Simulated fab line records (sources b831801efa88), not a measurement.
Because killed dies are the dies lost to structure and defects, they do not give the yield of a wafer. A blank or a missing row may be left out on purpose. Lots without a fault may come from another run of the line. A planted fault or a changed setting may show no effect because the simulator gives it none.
fab line records | flow sky130
record: lots: 5 | wafers: 15 | last-day: 50
route steps=708 shown PWDE@84 VT_ADJUST_HVTP@85 VT_ADJUST_LVTN@97
lots that met no fault: from a run of the same line without faults
start-h: the number of hours between the record's first day and the start of the first shown wafer of the lot | wait-h: time in hours since the lot's previous step | " identical to the entry in the row above | L1.1+2: a row that stands for several wafers | - no value present, or no start provided | * or withheld: withheld | < > ~ a bound
route shown NAME@n: a module of which the file shows steps, and the number in the route of the first | usual: mean/standard deviation taken from wafers without a fault | same: alike in all rows | chamber/n: place in a boat | sites: readings site by site | _std_site: how widely they spread, as a standard deviation | _edge_site: outer sites' mean less inner sites' | radius-mm: for every site, how far away it sits from the centre of the wafer | mask NAME#n: copy n | behind: the most recent tool/chamber to have shaped the wafer | hold: the reason the lot was held/the length of the hold in hours/how it ended | device: transistor that didn't switch, given as n, p or np | end of line: the tests these same wafers got at the end of their route | a step with no rows: only its recipe | killed: dies lost to structure and defects at the first sort, not the wafer's yield | map: shows each die of a wafer: x if killed, . if not, _ if none is there
set.NAME: the run value of the setting; set.NAME@STEP: its run value at that earlier step | model.NAME: the simulator's own value behind a step, which no gauge read
lots at selected steps of the route; one table per step, one row per wafer
services: a tool's chamber out of use, with start hour (start-h, from the record's first day; less than 0 if before it), hours out, and reason
== steps ==
step: SKY_NWELL_RS_MEAS_31
recipe: thk-meas-gauge: four-point-probe
usual: PWDE_RS: 5282/18
lot.wafer | tool          | chamber | start-h | wait-h | PWDE_RS[ohm/sq]
L609.2    | film-metro-02 | -       | 134.25  | 0.1    | 5284
L609.3    | "             | -       | "       | "      | 5261
L609.6    | "             | -       | "       | "      | 5272
L611.1    | film-metro-02 | -       | 146.04  | 0.1    | 5274
L611.4    | "             | -       | "       | "      | 5309
L611.6    | "             | -       | "       | "      | 5278
L620.1    | film-metro-01 | -       | 203.38  | 0.1    | 5263
L620.2    | "             | -       | "       | "      | 5262
L620.4    | "             | -       | "       | "      | 5251
L621.2    | film-metro-03 | -       | 207.56  | 0.1    | 5313
L621.4    | "             | -       | "       | "      | 5289
L621.5    | "             | -       | "       | "      | 5292
L625.2    | film-metro-01 | -       | 232.46  | 0.1    | 5279
L625.3    | "             | -       | "       | "      | 5287
L625.6    | "             | -       | "       | "      | 5293
step: SKY_VT_ADJUST_HVTP_DEHYDRATE_00
recipe: temp-c: 200 | time-s: 60
step: SKY_VT_ADJUST_HVTP_HMDS_01
recipe: prime-time-s: 60 | prime-temp-c: 120
step: SKY_VT_ADJUST_HVTP_COAT_02
recipe: resist: NOVOLAK | spin-rpm: 3000 | resist-thk-nm: 1140
step: SKY_VT_ADJUST_HVTP_SOFTBAKE_03
recipe: temp-c: 90 | time-s: 60 | resist: NOVOLAK
step: SKY_VT_ADJUST_HVTP_EXPOSE_04
recipe: mask-id: HVTPM | na: 0.6 | source-shape: conventional | sigma-outer: 0.6 | polarization: unpolarized | target-cd-nm: 380 | dose-mj: 140
step: SKY_VT_ADJUST_HVTP_PEB_05
recipe: temp-c: withheld | time-s: * | resist: NOVOLAK
step: SKY_VT_ADJUST_HVTP_DEVELOP_06
recipe: resist: NOVOLAK | developer: TMAH | develop-time-s: 60 | dev-temp-c: 24.03
step: SKY_VT_ADJUST_HVTP_CD_MEAS_07
recipe: target-cd-nm: 380
usual: cd-nm: 379.3/2.4
lot.wafer | tool      | chamber | start-h | wait-h | cd-nm
L609.2    | cd-sem-01 | -       | 153.53  | 0.1    | 379.4
L609.3    | "         | -       | "       | "      | 378.5
L609.6    | "         | -       | "       | "      | 379.0
L611.1    | cd-sem-01 | -       | 165.83  | 0.1    | 383.0
L611.4    | "         | -       | "       | "      | 382.0
L611.6    | "         | -       | "       | "      | 380.5
L620.1    | cd-sem-01 | -       | 224.63  | 0.1    | 382.0
L620.2    | "         | -       | "       | "      | 382.2
L620.4    | "         | -       | "       | "      | 379.8
L621.2    | cd-sem-01 | -       | 229.90  | 0.1    | 379.6
L621.4    | "         | -       | "       | "      | 376.9
L621.5    | "         | -       | "       | "      | 377.4
L625.2    | cd-sem-01 | -       | 255.08  | 0.1    | 379.9
L625.3    | "         | -       | "       | "      | 379.9
L625.6    | "         | -       | "       | "      | 381.1
step: SKY_VT_ADJUST_HVTP_OVL_MEAS_08
usual: VT_ADJUST_HVTP_OVL: -0.5/1.5
lot.wafer | tool       | chamber | start-h | wait-h | VT_ADJUST_HVTP_OVL[nm]
L609.2    | overlay-01 | -       | 153.64  | 0.1    | -1.2
L609.3    | "          | -       | "       | "      | 1.2
L609.6    | "          | -       | "       | "      | -0.3
L611.1    | overlay-01 | -       | 165.95  | 0.1    | -0.2
L611.4    | "          | -       | "       | "      | 1.7
L611.6    | "          | -       | "       | "      | 1.1
L620.1    | overlay-01 | -       | 224.75  | 0.1    | -3.5
L620.2    | "          | -       | "       | "      | -4.1
L620.4    | "          | -       | "       | "      | -3.4
L621.2    | overlay-02 | -       | 230.01  | 0.1    | 1.1
L621.4    | "          | -       | "       | "      | 1.0
L621.5    | "          | -       | "       | "      | -0.8
L625.2    | overlay-01 | -       | 255.19  | 0.1    | 1.8
L625.3    | "          | -       | "       | "      | 1.5
L625.6    | "          | -       | "       | "      | 2.1
step: SKY_VT_ADJUST_HVTP_IMPLANT_09
recipe: species: As | energy-kev: 150 | dose-cm2: 4.3e+12 | tilt-deg: withheld
step: SKY_VT_ADJUST_HVTP_STRIP_10
recipe: chemistry: O2/N2 | power-w: 1400 | pressure-mtorr: 1500 | platen-temp-c: withheld | o2-flow-sccm: 3000 | n2-flow-sccm: 300 | overash-fraction: 0.5
usual: drypump-motor-current-A: 5.7/0.5 | n2-flow-sccm: 300.0/0.91 | oes-product-au: 0.715/0.0048 | strip-time-to-endpoint-s: 14.19/0.038
lot.wafer | tool            | chamber | start-h | wait-h | drypump-motor-current-A | n2-flow-sccm | oes-product-au | rf-hours-counter-h | strip-time-to-endpoint-s | model.NOVOLAK_of_VT_ADJUST_HVTP_COAT_02.thk-nm
L609.2    | plasma-asher-02 | 0       | 153.82  | 0.1    | 6.3                     | 302.5        | 0.705          | 35                 | 14.21                    | 0
L609.3    | "               | 0       | "       | "      | 6.3                     | 299.9        | 0.721          | -                  | 14.20                    | 0
L609.6    | "               | 0       | "       | "      | 6.3                     | 299.5        | 0.715          | -                  | 14.21                    | 0
L611.1    | plasma-asher-01 | 1       | 166.14  | 0.1    | 6.3                     | 301.0        | 0.714          | 49                 | 14.16                    | 0
L611.4    | "               | 0       | "       | "      | 5.5                     | 300.4        | 0.718          | -                  | 14.19                    | 0
L611.6    | "               | 0       | "       | "      | 5.5                     | 299.2        | 0.719          | -                  | 14.17                    | 0
L620.1    | plasma-asher-01 | 1       | 224.94  | 0.1    | 6.3                     | 300.2        | 0.929          | 54                 | -                        | 395.3
L620.2    | "               | 0       | "       | "      | 5.5                     | 300.2        | 0.942          | 54                 | -                        | 395.5
L620.4    | "               | 0       | "       | "      | 5.5                     | 299.0        | 0.922          | -                  | -                        | 396.3
L621.2    | plasma-asher-02 | 0       | 230.19  | 0.1    | 6.3                     | 299.6        | 0.708          | 42                 | 14.20                    | 0
L621.4    | "               | 0       | "       | "      | 6.2                     | 297.8        | 0.709          | -                  | 14.16                    | 0
L621.5    | "               | 0       | "       | "      | 6.2                     | 299.5        | 0.715          | -                  | 14.17                    | 0
L625.2    | plasma-asher-04 | 0       | 255.37  | 0.1    | 5.0                     | 298.9        | 0.717          | 13                 | 14.18                    | 0
L625.3    | "               | 0       | "       | "      | 5.0                     | 298.8        | 0.727          | -                  | 14.16                    | 0
L625.6    | "               | 0       | "       | "      | 5.0                     | 298.3        | 0.718          | -                  | 14.15                    | 0
step: SKY_VT_ADJUST_HVTP_TW_MEAS_11
usual: VT_ADJUST_HVTP_TW: 1345/8.1
lot.wafer | tool          | chamber | start-h | wait-h | VT_ADJUST_HVTP_TW
L609.2    | film-metro-01 | -       | 153.93  | 0.1    | 1350
L609.3    | "             | -       | "       | "      | 1353
L609.6    | "             | -       | "       | "      | 1342
L611.1    | film-metro-04 | -       | 166.24  | 0.1    | 1340
L611.4    | "             | -       | "       | "      | 1342
L611.6    | "             | -       | "       | "      | 1339
L620.1    | film-metro-02 | -       | 225.04  | 0.1    | 1354
L620.2    | "             | -       | "       | "      | 1355
L620.4    | "             | -       | "       | "      | 1349
L621.2    | film-metro-01 | -       | 230.30  | 0.1    | 1348
L621.4    | "             | -       | "       | "      | 1344
L621.5    | "             | -       | "       | "      | 1341
L625.2    | film-metro-04 | -       | 255.48  | 0.1    | 1339
L625.3    | "             | -       | "       | "      | 1334
L625.6    | "             | -       | "       | "      | 1342
step: SKY_VT_ADJUST_LVTN_DEHYDRATE_00
recipe: temp-c: 200 | time-s: 60
step: SKY_VT_ADJUST_LVTN_HMDS_01
recipe: prime-time-s: 60 | prime-temp-c: 120
step: SKY_VT_ADJUST_LVTN_COAT_02
recipe: spin-rpm: 2000 | resist-thk-nm: 3000
step: SKY_VT_ADJUST_LVTN_SOFTBAKE_03
recipe: temp-c: 110 | time-s: withheld
step: SKY_VT_ADJUST_LVTN_EXPOSE_04
recipe: mask-id: NWM_COMPLEMENT_LESS_NATIVE | na: 0.6 | source-shape: conventional | sigma-outer: 0.6 | polarization: unpolarized | target-cd-nm: 840 | dose-mj: 194
step: SKY_VT_ADJUST_LVTN_PEB_05
recipe: temp-c: 115 | time-s: withheld
step: SKY_VT_ADJUST_LVTN_DEVELOP_06
recipe: wall-angle-deg: 90 | developer: TMAH | develop-time-s: 60 | dev-temp-c: 23
step: SKY_VT_ADJUST_LVTN_OVL_MEAS_07
usual: VT_ADJUST_LVTN_OVL: 0.7/1.3
lot.wafer | tool       | chamber | start-h | wait-h | VT_ADJUST_LVTN_OVL[nm]
L609.2    | overlay-02 | -       | 173.65  | -      | -0.7
L609.3    | "          | -       | "       | "      | 0.0
L609.6    | "          | -       | "       | "      | -1.9
L611.1    | overlay-02 | -       | 185.70  | -      | 0.5
L611.4    | "          | -       | "       | "      | 0.4
L611.6    | "          | -       | "       | "      | 1.2
L620.1    | overlay-02 | -       | 246.95  | -      | -0.2
L620.2    | "          | -       | "       | "      | -1.3
L620.4    | "          | -       | "       | "      | -0.1
L621.2    | overlay-01 | -       | 253.12  | -      | -0.1
L621.4    | "          | -       | "       | "      | 1.3
L621.5    | "          | -       | "       | "      | -0.5
L625.2    | overlay-02 | -       | 280.77  | -      | 0.8
L625.3    | "          | -       | "       | "      | 1.5
L625.6    | "          | -       | "       | "      | 0.3
step: SKY_VT_ADJUST_LVTN_IMPLANT_08
recipe: species: B | energy-kev: 30 | dose-cm2: 1.57e+12 | tilt-deg: withheld
step: SKY_VT_ADJUST_LVTN_STRIP_09
recipe: chemistry: O2/N2 | power-w: 1400 | pressure-mtorr: 1500 | platen-temp-c: withheld | o2-flow-sccm: 3000 | n2-flow-sccm: 300 | overash-fraction: 0.5
usual: drypump-motor-current-A: 6.2/0.39 | n2-flow-sccm: 299.9/0.84 | oes-product-au: 0.723/0.0044 | strip-time-to-endpoint-s: 36.90/0.086
lot.wafer | tool            | chamber | start-h | wait-h | drypump-motor-current-A | n2-flow-sccm | oes-product-au | rf-hours-counter-h | strip-time-to-endpoint-s
L609.2    | plasma-asher-01 | 1       | 173.83  | 0.1    | 6.3                     | 301.0        | 0.728          | 49                 | 37.00
L609.3    | "               | 0       | "       | "      | 5.5                     | 299.8        | 0.721          | -                  | 36.92
L609.6    | "               | 1       | "       | "      | 6.3                     | 300.3        | 0.723          | -                  | 36.94
L611.1    | plasma-asher-02 | 1       | 185.88  | 0.1    | 6.2                     | 300.0        | 0.725          | 38                 | 36.95
L611.4    | "               | 0       | "       | "      | 6.3                     | 299.2        | 0.726          | -                  | 37.07
L611.6    | "               | 0       | "       | "      | 6.3                     | 299.6        | 0.725          | -                  | 36.90
L620.1    | plasma-asher-02 | 1       | 247.14  | 0.1    | 6.2                     | 299.2        | 0.726          | 44                 | 42.70
L620.2    | "               | 0       | "       | "      | 6.3                     | 298.9        | 0.723          | 44                 | 42.65
L620.4    | "               | 0       | "       | "      | 6.3                     | 298.8        | 0.726          | -                  | 42.83
L621.2    | plasma-asher-02 | 1       | 253.30  | 0.1    | 6.1                     | 299.8        | 0.727          | 45                 | 36.87
L621.4    | "               | 1       | "       | "      | 6.2                     | 299.8        | 0.723          | -                  | 36.93
L621.5    | "               | 0       | "       | "      | 6.2                     | 300.5        | 0.721          | -                  | 36.93
L625.2    | plasma-asher-03 | 1       | 280.95  | 0.1    | 6.8                     | 299.3        | 0.722          | 58                 | 36.89
L625.3    | "               | 0       | "       | "      | 5.8                     | 300.6        | 0.722          | -                  | 36.84
L625.6    | "               | 1       | "       | "      | 6.8                     | 299.2        | 0.722          | -                  | 36.90
step: SKY_VT_ADJUST_LVTN_TW_MEAS_10
usual: VT_ADJUST_LVTN_TW: 243/3.3
lot.wafer | tool          | chamber | start-h | wait-h | VT_ADJUST_LVTN_TW
L609.2    | film-metro-03 | -       | 173.94  | 0.1    | 245
L609.3    | "             | -       | "       | "      | 245
L609.6    | "             | -       | "       | "      | 246
L611.1    | film-metro-03 | -       | 185.98  | 0.1    | 246
L611.4    | "             | -       | "       | "      | 244
L611.6    | "             | -       | "       | "      | 245
L620.1    | film-metro-02 | -       | 247.24  | 0.1    | 30
L620.2    | "             | -       | "       | "      | 30
L620.4    | "             | -       | "       | "      | 30
L621.2    | film-metro-03 | -       | 253.41  | 0.1    | 247
L621.4    | "             | -       | "       | "      | 246
L621.5    | "             | -       | "       | "      | 249
L625.2    | film-metro-03 | -       | 281.06  | 0.1    | 245
L625.3    | "             | -       | "       | "      | 246
L625.6    | "             | -       | "       | "      | 246
step: SKY_VT_ADJUST_LVTN_DEHYDRATE_11
recipe: temp-c: 200 | time-s: 60
== services ==
tool            | chamber | start-h | hours | kind
plasma-asher-01 | -       | 169.70  | 1.8   | repair
plasma-asher-04 | -       | 199.24  | 2.8   | pm
plasma-asher-04 | -       | 217.45  | 0.4   | repair
plasma-asher-03 | -       | 226.55  | 4.0   | repair
plasma-asher-03 | -       | 245.89  | 2.5   | repair
plasma-asher-01 | -       | 261.90  | 2.4   | repair
plasma-asher-03 | -       | 269.32  | 1.4   | repair
plasma-asher-02 | -       | 272.30  | 10.8  | repair
== key ==
first-sign: step: SKY_VT_ADJUST_HVTP_STRIP_10 | reading: oes-product-au | direction: up | sigmas: 45 | usual: 0.715 | struck: 0.931
effect: step: SKY_VT_ADJUST_LVTN_STRIP_09 | reading: strip-time-to-endpoint-s | direction: up | sigmas: 68 | usual: * | struck: *
effect: step: SKY_VT_ADJUST_LVTN_TW_MEAS_10 | reading: VT_ADJUST_LVTN_TW | direction: down | sigmas: 64 | usual: 243 | struck: 30
model-effect: step: SKY_VT_ADJUST_HVTP_STRIP_10 | value: NOVOLAK_of_VT_ADJUST_HVTP_COAT_02.thk-nm | without: 0 | struck: 395.7
met-at SKY_VT_ADJUST_HVTP_STRIP_10
struck-wafers L620.1,L620.2,L620.4
sort-left-out L620.1,L620.2,L620.4
tester-left-out L620
onset-between 166.14 224.94
fault: kind: strip-aborted | tool: plasma-asher-01 | chamber: - | onset-h: 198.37 | steps: SKY_VT_ADJUST_HVTP_STRIP_10 | offset: 0.61623 | end-h: 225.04
tester-left-out: of these lots the tester's yield and bins aren't shown, on N5 and GAA mostly nor the transistor test; their killed dies are dies lost to structure and defects alone, not to doping, threshold or leakage, so they don't give the yield
sort-left-out: the simulated sort isn't trusted on such a fault, so these wafers' sort isn't shown, and their yield isn't known
